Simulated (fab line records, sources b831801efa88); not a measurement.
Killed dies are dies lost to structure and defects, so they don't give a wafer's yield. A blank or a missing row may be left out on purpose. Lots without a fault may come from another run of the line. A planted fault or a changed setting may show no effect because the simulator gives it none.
Which tool did it? | flow sfq_line | 14 lots, 42 wafers sampled, at 1 step of a route of 325

WHAT THE GAUGES READ, wafer by wafer
The record holds no reading of a measuring or inspecting step that can be judged against a usual standard deviation.

WHICH TOOL RAN EACH LOT (tool, then ch and the chambers of the sampled wafers, then the start)
lot  | SFQ_TRILAYER_M1_LITHO_EXPOSE_040
L893 | krf_scanner-01 ch 0, day 18 14:13
L894 | krf_scanner-02 ch 0, day 18 20:09
L898 | krf_scanner-02 ch 0, day 21 12:07
L899 | krf_scanner-02 ch 0, day 21 16:55
L900 | krf_scanner-02 ch 0, day 22 02:19
L901 | krf_scanner-02 ch 0, day 22 15:43
L902 | krf_scanner-02 ch 0, day 22 17:43
L903 | krf_scanner-02 ch 0, day 23 03:34
L904 | krf_scanner-02 ch 0, day 23 14:22
L906 | krf_scanner-02, day 24 11:10
L907 | krf_scanner-02, day 24 20:34
L911 | krf_scanner-01 ch 0, day 32 12:21
L915 | krf_scanner-01 ch 0, day 34 22:01
L916 | krf_scanner-02 ch 0, day 35 10:23
- SFQ_TRILAYER_M1_LITHO_EXPOSE_040: exposes mask M1, target cd 500 nm.

WHAT THE TOOLS THEMSELVES READ (means of the sampled wafers that have a number; where no wafer has one, the mark that the record gives instead)
SFQ_TRILAYER_M1_LITHO_EXPOSE_040. Usual: exposure_dose_mJ_cm2 14.396, standard deviation 0.013; focus_offset_nm 0.0 nm, standard deviation 0.53.
lot  | tool           | exposure_dose_mJ_cm2 | focus_offset_nm (nm) | flag
L893 | krf_scanner-01 | 14.379               | 0.2                  |
L894 | krf_scanner-02 | 14.382               | -0.5                 |
L898 | krf_scanner-02 | 14.376               | -0.2                 |
L899 | krf_scanner-02 | 14.399               | -0.2                 |
L900 | krf_scanner-02 | 14.384               | -0.7                 |
L901 | krf_scanner-02 | 14.400               | -0.2                 |
L902 | krf_scanner-02 | 14.395               | -0.0                 |
L903 | krf_scanner-02 | 14.392               | 0.4                  |
L904 | krf_scanner-02 | 14.395               | 0.7                  |
L906 | krf_scanner-02 | -                    | -                    | OFF
L907 | krf_scanner-02 | -                    | -                    | OFF
L911 | krf_scanner-01 | 14.406               | 0.3                  |
L915 | krf_scanner-01 | 14.400               | 0.1                  |
L916 | krf_scanner-02 | 14.397               | 0.2                  |

THE ANSWER, worked out from the rows above alone
Rule: a lot is off if the mean of its wafers that have a number lies more than 3 standard deviations from the usual mean. A lot without any number at a reading at which 4 lots or more have one is off too. The other lots that the step has rows for count as sound. The gauges are gone through in route order, then the tools' own readings, and for those a lot's mean is taken as printed above. The first step at which some lot is off is used, and at that step the reading that is off furthest; a lot without a number counts as furthest.
Off: L906, L907, at SFQ_TRILAYER_M1_LITHO_EXPOSE_040 (exposure_dose_mJ_cm2). Without a number there: L906, L907.
A tool fits if, at that step or a process step before it, it ran every lot that is off, and no sound lot after the first of them. None of those tried fits.

WHAT THE SIMULATOR HAD PUT IN
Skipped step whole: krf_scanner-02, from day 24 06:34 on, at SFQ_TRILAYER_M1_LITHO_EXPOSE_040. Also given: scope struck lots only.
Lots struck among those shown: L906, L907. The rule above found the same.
